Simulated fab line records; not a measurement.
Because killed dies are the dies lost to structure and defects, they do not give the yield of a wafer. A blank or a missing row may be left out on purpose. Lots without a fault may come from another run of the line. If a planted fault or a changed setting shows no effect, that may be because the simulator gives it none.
Which tool did it?    flow gf180mcu    24 lots with 72 wafers sampled at 6 steps, on a route of 602 steps

## WHAT THE GAUGES READ, wafer by wafer
The record lacks any reading of a measuring or inspecting step that a usual standard deviation could be used to judge.

## WHICH TOOL RAN EACH LOT (tool, then ch and the chambers of the sampled wafers, then the start)
lot   GF_MIM_METAL_ETCH_19               GF_MIM_STRIP_20                       GF_TOP_METAL_SPUTTER_00       GF_PASSIVATION_CVD_00            GF_PASSIVATION_ETCH_11              GF_PASSIVATION_STRIP_12
L074  rie-metal-03 ch 0, day 25 05:08    plasma-asher-02 ch 0,1, day 25 05:17  pvd-sputter-04, day 27 02:22  pecvd-01 ch 1,2, day 27 23:16    rie-diel-01 ch 1,3, day 28 18:53    plasma-asher-03 ch 0,1, day 28 19:09
L075  rie-metal-01 ch 0,1, day 25 18:11  plasma-asher-02 ch 0,1, day 25 18:16  pvd-sputter-02, day 27 14:22  pecvd-04 ch 0,1,2, day 28 11:12  rie-diel-01 ch 0,2,3, day 29 06:41  plasma-asher-01 ch 0,1, day 29 06:57
L076  rie-metal-01 ch 0,1, day 26 03:29  plasma-asher-03 ch 1, day 26 03:33    pvd-sputter-01, day 27 23:32  pecvd-01 ch 0,1, day 28 19:43    rie-diel-04 ch 1,2,3, day 29 14:44  plasma-asher-01 ch 0,1, day 29 15:00
L077  rie-metal-04 ch 0,1, day 26 10:38  plasma-asher-03 ch 0, day 26 10:43    pvd-sputter-01, day 28 05:34  pecvd-03 ch 0,1, day 29 01:15    rie-diel-04 ch 1,2,3, day 29 20:29  plasma-asher-01 ch 0, day 29 20:46
L078  rie-metal-04 ch 0,1, day 26 14:41  plasma-asher-01 ch 0,1, day 26 14:46  pvd-sputter-01, day 28 10:16  pecvd-01 ch 1,2, day 29 06:19    rie-diel-04 ch 1,2,3, day 30 01:11  plasma-asher-02 ch 0,1, day 30 01:27
L079  rie-metal-04 ch 0,1, day 27 02:40  plasma-asher-03 ch 0,1, day 27 02:44  pvd-sputter-02, day 28 21:16  pecvd-01 ch 0,1,2, day 29 16:42  rie-diel-01 ch 0,1,3, day 30 10:56  plasma-asher-03 ch 0,1, day 30 11:14
L080  rie-metal-03 ch 0,1, day 27 09:59  plasma-asher-03 ch 0,1, day 27 10:04  pvd-sputter-01, day 29 04:44  pecvd-03 ch 0,1,2, day 29 23:55  rie-diel-01 ch 1,3, day 30 18:26    plasma-asher-02 ch 0,1, day 30 18:42
L081  rie-metal-03 ch 0,1, day 27 21:27  plasma-asher-03 ch 0,1, day 27 21:32  pvd-sputter-01, day 29 15:15  pecvd-03 ch 0,1, day 30 10:53    rie-diel-04 ch 0,1,2, day 31 04:26  plasma-asher-01 ch 0,1, day 31 04:44
L082  rie-metal-01 ch 0, day 28 02:02    plasma-asher-03 ch 0,1, day 28 02:10  pvd-sputter-04, day 29 19:09  pecvd-04 ch 0,2, day 30 16:38    rie-diel-01 ch 0,1, day 31 10:32    plasma-asher-03 ch 1, day 31 10:49
L083  rie-metal-03 ch 0,1, day 28 13:02  plasma-asher-03 ch 1, day 28 13:07    pvd-sputter-04, day 30 06:13  pecvd-03 ch 1,2, day 31 01:17    rie-diel-04 ch 1,2, day 31 18:53    plasma-asher-01 ch 0, day 31 19:10
L084  rie-metal-04 ch 0,1, day 28 18:16  plasma-asher-02 ch 0,1, day 28 18:21  pvd-sputter-01, day 30 11:55  pecvd-04 ch 0,2, day 31 07:35    rie-diel-03 ch 1,2,3, day 32 00:17  plasma-asher-03 ch 0,1, day 32 00:35
L085  rie-metal-01 ch 0,1, day 28 22:29  plasma-asher-02 ch 0,1, day 28 22:34  pvd-sputter-04, day 30 14:25  pecvd-04 ch 0,2, day 31 09:10    rie-diel-01 ch 0,1,2, day 32 03:11  plasma-asher-02 ch 0,1, day 32 03:28
L086  rie-metal-04 ch 0,1, day 29 07:11  plasma-asher-01 ch 0,1, day 29 07:16  pvd-sputter-01, day 30 22:37  pecvd-01 ch 0,1,2, day 31 16:48  rie-diel-04 ch 1,2,3, day 32 10:02  plasma-asher-02 ch 0,1, day 32 10:19
L087  rie-metal-03 ch 0,1, day 29 12:33  plasma-asher-01 ch 0,1, day 29 12:38  pvd-sputter-01, day 31 05:08  pecvd-04 ch 0,1,2, day 31 23:40  rie-diel-03 ch 0,1, day 32 16:26    plasma-asher-03 ch 0,1, day 32 16:44
L088  rie-metal-04 ch 0,1, day 29 17:14  plasma-asher-01 ch 0,1, day 29 17:18  pvd-sputter-04, day 31 08:43  pecvd-03 ch 0,1, day 32 03:04    rie-diel-01 ch 0,2,3, day 32 19:56  plasma-asher-02 ch 0,1, day 32 20:13
L089  rie-metal-01 ch 0,1, day 30 00:17  plasma-asher-02 ch 0,1, day 30 00:21  pvd-sputter-01, day 31 15:07  pecvd-01 ch 0,2, day 32 09:21    rie-diel-01 ch 0,2,3, day 33 01:47  plasma-asher-02 ch 0,1, day 33 02:03
L090  rie-metal-01 ch 0,1, day 30 07:38  plasma-asher-03 ch 0,1, day 30 07:43  pvd-sputter-01, day 31 23:11  pecvd-04 ch 0,2, day 32 16:40    rie-diel-04 ch 0,3, day 33 08:41    plasma-asher-03 ch 0,1, day 33 08:58
L091  rie-metal-03 ch 0,1, day 30 15:26  plasma-asher-01 ch 0,1, day 30 15:30  pvd-sputter-02, day 32 05:56  pecvd-01 ch 0,2, day 32 23:27    rie-diel-04 ch 0,3, day 33 15:38    plasma-asher-02 ch 0,1, day 33 15:55
L092  rie-metal-04 ch 0, day 30 19:38    plasma-asher-03 ch 0,1, day 30 19:42  pvd-sputter-04, day 32 09:40  pecvd-01 ch 0,1,2, day 33 02:37  rie-diel-04 ch 0,3, day 33 18:26    plasma-asher-02 ch 0,1, day 33 18:42
L093  rie-metal-04 ch 0,1, day 31 05:39  plasma-asher-02 ch 0,1, day 31 05:44  pvd-sputter-01, day 32 19:05  pecvd-04 ch 0,1,2, day 33 11:59  rie-diel-04 ch 0,2,3, day 34 03:40  plasma-asher-03 ch 0,1, day 34 03:50
L094  rie-metal-04 ch 0,1, day 31 12:53  plasma-asher-01 ch 0,1, day 31 12:57  pvd-sputter-02, day 33 01:31  pecvd-03 ch 1,2, day 33 18:35    rie-diel-03 ch 0,2,3, day 34 10:02  plasma-asher-02 ch 0,1, day 34 10:18
L095  rie-metal-03 ch 0,1, day 31 17:59  plasma-asher-01 ch 0,1, day 31 18:03  pvd-sputter-02, day 33 06:43  pecvd-04 ch 0,2, day 33 22:43    rie-diel-04 ch 0,1,2, day 34 13:38  plasma-asher-03 ch 1, day 34 13:54
L097  rie-metal-03 ch 0, day 32 00:35    plasma-asher-03 ch 0,1, day 32 00:43  pvd-sputter-02, day 33 12:25  pecvd-04 ch 0,1, day 34 04:47    rie-diel-01 ch 0,2, day 34 19:50    plasma-asher-02 ch 0,1, day 34 20:07
L096  rie-metal-01 ch 1, day 32 00:54    plasma-asher-01 ch 0,1, day 32 01:01  pvd-sputter-02, day 33 13:01  pecvd-03 ch 0,1,2, day 34 05:07  rie-diel-03 ch 0,1, day 34 20:11    plasma-asher-01 ch 0,1, day 34 20:27
- GF_MIM_METAL_ETCH_19: etches the open film in Cl2/BCl3, stops on Si3N4, target depth 324.5 nm, time 54.1 s.
- GF_MIM_STRIP_20: strips in O2/N2.
- GF_TOP_METAL_SPUTTER_00: material Ti, target thk 37.5 nm, time 150 s.
- GF_PASSIVATION_CVD_00: deposits SiO2 from TEOS, target thk 1000 nm, time 111.95 s.
- GF_PASSIVATION_ETCH_11: etches the open film in CF4/O2, stops on TiN, target depth 2040 nm, time 453.3 s.
- GF_PASSIVATION_STRIP_12: strips in O2/N2.

## WHAT THE TOOLS THEMSELVES READ (means of the sampled wafers that have a number; where no wafer has one, the mark that the record gives instead)
GF_MIM_METAL_ETCH_19. Usual: drypump-motor-current-A 5.9 A, standard deviation 0.43; oes-product-au 0.944 a.u., standard deviation 0.0066; throttle-valve-pct 28.280 %, standard deviation 0.011.
lot   tool          drypump-motor-current-A (A)  oes-product-au (a.u.)  throttle-valve-pct (%)  flag
L074  rie-metal-03  5.8                          0.946                  28.273                  
L075  rie-metal-01  6.4                          0.940                  28.271                  
L076  rie-metal-01  6.4                          0.945                  28.295                  
L077  rie-metal-04  5.9                          0.943                  28.285                  
L078  rie-metal-04  5.9                          0.941                  28.280                  
L079  rie-metal-04  5.9                          0.945                  28.283                  
L080  rie-metal-03  5.5                          0.951                  28.269                  
L081  rie-metal-03  5.4                          0.945                  28.284                  
L082  rie-metal-01  5.9                          0.959                  28.268                  
L083  rie-metal-03  5.5                          0.943                  28.276                  
L084  rie-metal-04  5.9                          0.953                  28.277                  
L085  rie-metal-01  6.4                          0.940                  28.288                  
L086  rie-metal-04  5.8                          0.936                  28.291                  
L087  rie-metal-03  5.3                          0.948                  28.286                  
L088  rie-metal-04  5.9                          0.945                  28.270                  
L089  rie-metal-01  6.1                          0.936                  28.279                  
L090  rie-metal-01  6.1                          0.947                  28.273                  
L091  rie-metal-03  5.5                          0.947                  28.279                  
L092  rie-metal-04  6.1                          0.949                  28.282                  
L093  rie-metal-04  5.8                          0.947                  28.285                  
L094  rie-metal-04  5.8                          0.948                  28.267                  
L095  rie-metal-03  5.6                          0.942                  28.281                  
L097  rie-metal-03  5.8                          0.941                  28.287                  
L096  rie-metal-01  6.6                          0.940                  28.290                  

GF_MIM_STRIP_20. Usual: drypump-motor-current-A 5.7 A, standard deviation 0.64; heater-power-w 319 W, standard deviation 12; oes-product-au 0.691 a.u., standard deviation 0.0053; strip-time-to-endpoint-s 11.21 s, standard deviation 0.044.
lot   tool             drypump-motor-current-A (A)  heater-power-w (W)  oes-product-au (a.u.)  strip-time-to-endpoint-s (s)  flag
L074  plasma-asher-02  6.2                          311                 0.697                  11.30                         
L075  plasma-asher-02  6.2                          314                 0.688                  11.21                         
L076  plasma-asher-03  5.0                          301                 0.691                  11.20                         
L077  plasma-asher-03  5.5                          330                 0.692                  11.24                         
L078  plasma-asher-01  6.3                          318                 0.691                  11.20                         
L079  plasma-asher-03  5.2                          317                 0.692                  11.23                         
L080  plasma-asher-03  5.3                          322                 0.693                  11.17                         
L081  plasma-asher-03  5.2                          313                 0.687                  11.12                         
L082  plasma-asher-03  5.3                          322                 0.688                  11.18                         
L083  plasma-asher-03  5.0                          306                 0.685                  11.15                         
L084  plasma-asher-02  6.0                          312                 0.690                  11.19                         
L085  plasma-asher-02  6.0                          313                 0.689                  11.16                         
L086  plasma-asher-01  5.8                          318                 0.694                  11.24                         
L087  plasma-asher-01  6.3                          325                 0.691                  11.23                         
L088  plasma-asher-01  5.8                          317                 0.686                  11.18                         
L089  plasma-asher-02  6.0                          308                 0.688                  11.19                         
L090  plasma-asher-03  5.3                          326                 0.695                  11.24                         
L091  plasma-asher-01  5.8                          323                 0.689                  11.23                         
L092  plasma-asher-03  5.2                          312                 0.686                  11.21                         
L093  plasma-asher-02  6.0                          311                 0.691                  11.24                         
L094  plasma-asher-01  6.2                          320                 0.693                  11.17                         
L095  plasma-asher-01  6.3                          326                 0.687                  11.19                         
L097  plasma-asher-03  5.3                          343                 0.695                  11.24                         
L096  plasma-asher-01  5.7                          325                 0.687                  11.21                         

GF_TOP_METAL_SPUTTER_00. Usual: substrate-temp-c 200.02 C, standard deviation 0.15; throttle-valve-pct 30.1 %, standard deviation 1.3.
lot   tool            substrate-temp-c (C)  throttle-valve-pct (%)  flag
L074  pvd-sputter-04  200.06                30.1                    
L075  pvd-sputter-02  199.97                30.2                    
L076  pvd-sputter-01  199.92                31.0                    
L077  pvd-sputter-01  200.02                29.5                    
L078  pvd-sputter-01  199.88                30.5                    
L079  pvd-sputter-02  199.95                30.3                    
L080  pvd-sputter-01  200.07                31.0                    
L081  pvd-sputter-01  199.97                30.3                    
L082  pvd-sputter-04  200.05                29.5                    
L083  pvd-sputter-04  200.03                28.6                    
L084  pvd-sputter-01  200.19                31.0                    
L085  pvd-sputter-04  199.86                29.4                    
L086  pvd-sputter-01  200.04                30.3                    
L087  pvd-sputter-01  199.93                30.3                    
L088  pvd-sputter-04  199.98                28.5                    
L089  pvd-sputter-01  200.05                30.7                    
L090  pvd-sputter-01  200.01                29.7                    
L091  pvd-sputter-02  200.13                30.0                    
L092  pvd-sputter-04  200.14                30.0                    
L093  pvd-sputter-01  200.13                29.5                    
L094  pvd-sputter-02  200.00                30.0                    
L095  pvd-sputter-02  199.97                30.4                    
L097  pvd-sputter-02  199.95                30.0                    
L096  pvd-sputter-02  200.02                29.7                    

GF_PASSIVATION_CVD_00. Usual: heater-power-w at 610 W, with a standard deviation of 98.
lot   tool      heater-power-w (W)  flag
L074  pecvd-01  753                 
L075  pecvd-04  527                 
L076  pecvd-01  613                 
L077  pecvd-03  710                 
L078  pecvd-01  688                 
L079  pecvd-01  648                 
L080  pecvd-03  684                 
L081  pecvd-03  662                 
L082  pecvd-04  576                 
L083  pecvd-03  690                 
L084  pecvd-04  509                 
L085  pecvd-04  531                 
L086  pecvd-01  673                 
L087  pecvd-04  521                 
L088  pecvd-03  687                 
L089  pecvd-01  530                 
L090  pecvd-04  554                 
L091  pecvd-01  625                 
L092  pecvd-01  597                 
L093  pecvd-04  542                 
L094  pecvd-03  694                 
L095  pecvd-04  513                 
L097  pecvd-04  575                 
L096  pecvd-03  650                 

GF_PASSIVATION_ETCH_11. Usual: cf4-flow-sccm 80.01 sccm, standard deviation 0.24; drypump-motor-current-A 5.6 A, standard deviation 0.58; oes-product-au 0.990 a.u., standard deviation 0.0053; throttle-valve-pct 5.968 %, standard deviation 0.0097.
lot   tool         cf4-flow-sccm (sccm)  drypump-motor-current-A (A)  oes-product-au (a.u.)  throttle-valve-pct (%)  flag
L074  rie-diel-01  79.89                 4.7                          0.991                  5.966                   
L075  rie-diel-01  79.90                 5.4                          0.991                  5.959                   
L076  rie-diel-04  80.03                 6.0                          0.992                  5.971                   
L077  rie-diel-04  79.96                 6.0                          0.996                  5.959                   
L078  rie-diel-04  80.01                 6.0                          0.987                  5.974                   
L079  rie-diel-01  79.91                 5.2                          0.991                  5.975                   
L080  rie-diel-01  80.08                 4.7                          0.992                  5.971                   
L081  rie-diel-04  80.21                 5.7                          0.990                  5.976                   
L082  rie-diel-01  80.03                 5.0                          0.983                  5.969                   
L083  rie-diel-04  80.00                 6.2                          0.993                  5.968                   
L084  rie-diel-03  80.10                 5.8                          0.992                  5.963                   
L085  rie-diel-01  80.12                 5.3                          0.991                  5.965                   
L086  rie-diel-04  80.08                 6.0                          0.986                  5.967                   
L087  rie-diel-03  79.82                 5.5                          0.986                  5.968                   
L088  rie-diel-01  80.20                 5.4                          0.989                  5.968                   
L089  rie-diel-01  79.85                 5.4                          0.984                  5.978                   
L090  rie-diel-04  79.76                 5.5                          0.983                  5.966                   
L091  rie-diel-04  80.08                 5.8                          0.989                  5.972                   
L092  rie-diel-04  80.04                 5.8                          0.991                  5.966                   
L093  rie-diel-04  79.96                 5.9                          0.995                  5.985                   
L094  rie-diel-03  79.91                 6.1                          0.989                  5.959                   
L095  rie-diel-04  79.95                 5.7                          0.987                  5.974                   
L097  rie-diel-01  80.22                 5.6                          0.981                  5.963                   
L096  rie-diel-03  80.11                 5.5                          0.997                  5.963                   

GF_PASSIVATION_STRIP_12. Usual: drypump-motor-current-A 5.8 A, standard deviation 0.61; heater-power-w 321 W, standard deviation 14; oes-product-au 0.719 a.u., standard deviation 0.0044; strip-time-to-endpoint-s 32.99 s, standard deviation 0.15.
lot   tool             drypump-motor-current-A (A)  heater-power-w (W)  oes-product-au (a.u.)  strip-time-to-endpoint-s (s)  flag
L074  plasma-asher-03  5.2                          313                 0.721                  33.16                         
L075  plasma-asher-01  5.7                          327                 0.726                  32.78                         
L076  plasma-asher-01  6.3                          326                 0.720                  33.03                         
L077  plasma-asher-01  6.8                          319                 0.717                  32.90                         
L078  plasma-asher-02  6.0                          307                 0.716                  33.06                         
L079  plasma-asher-03  5.3                          330                 0.720                  33.16                         
L080  plasma-asher-02  6.2                          305                 0.716                  32.78                         
L081  plasma-asher-01  5.8                          322                 0.723                  33.05                         
L082  plasma-asher-03  5.0                          304                 0.716                  33.04                         
L083  plasma-asher-01  6.7                          321                 0.716                  32.76                         
L084  plasma-asher-03  5.3                          341                 0.721                  33.07                         
L085  plasma-asher-02  6.0                          310                 0.721                  32.79                         
L086  plasma-asher-02  6.0                          316                 0.720                  32.98                         
L087  plasma-asher-03  5.2                          325                 0.719                  33.04                         
L088  plasma-asher-02  6.0                          310                 0.718                  33.08                         
L089  plasma-asher-02  6.0                          311                 0.721                  33.05                         
L090  plasma-asher-03  5.2                          334                 0.718                  33.16                         
L091  plasma-asher-02  6.0                          312                 0.722                  33.01                         
L092  plasma-asher-02  5.9                          315                 0.716                  32.97                         
L093  plasma-asher-03  5.2                          330                 0.716                  32.97                         
L094  plasma-asher-02  6.0                          312                 0.718                  32.97                         
L095  plasma-asher-03  5.0                          324                 0.719                  32.91                         
L097  plasma-asher-02  6.2                          316                 0.719                  33.16                         
L096  plasma-asher-01  5.7                          321                 0.719                  32.93                         

## THE ANSWER, worked out from the rows above alone
Rule: lot off if the mean of its wafers having a number is beyond 3 standard deviations from the usual mean. A lot without any number at a reading at which 4 lots or more have one is off too. All remaining lots with rows at the step are treated as sound. The gauges are gone through in route order, then the tools' own readings, and for those a lot's mean is taken as printed above. At the first step where some lot is off, the reading lying furthest off is the one used; lots without a number count as furthest.
None of the lots is off at any reading shown; this tells nothing.

## WHAT WAS PUT IN BY THE SIMULATOR
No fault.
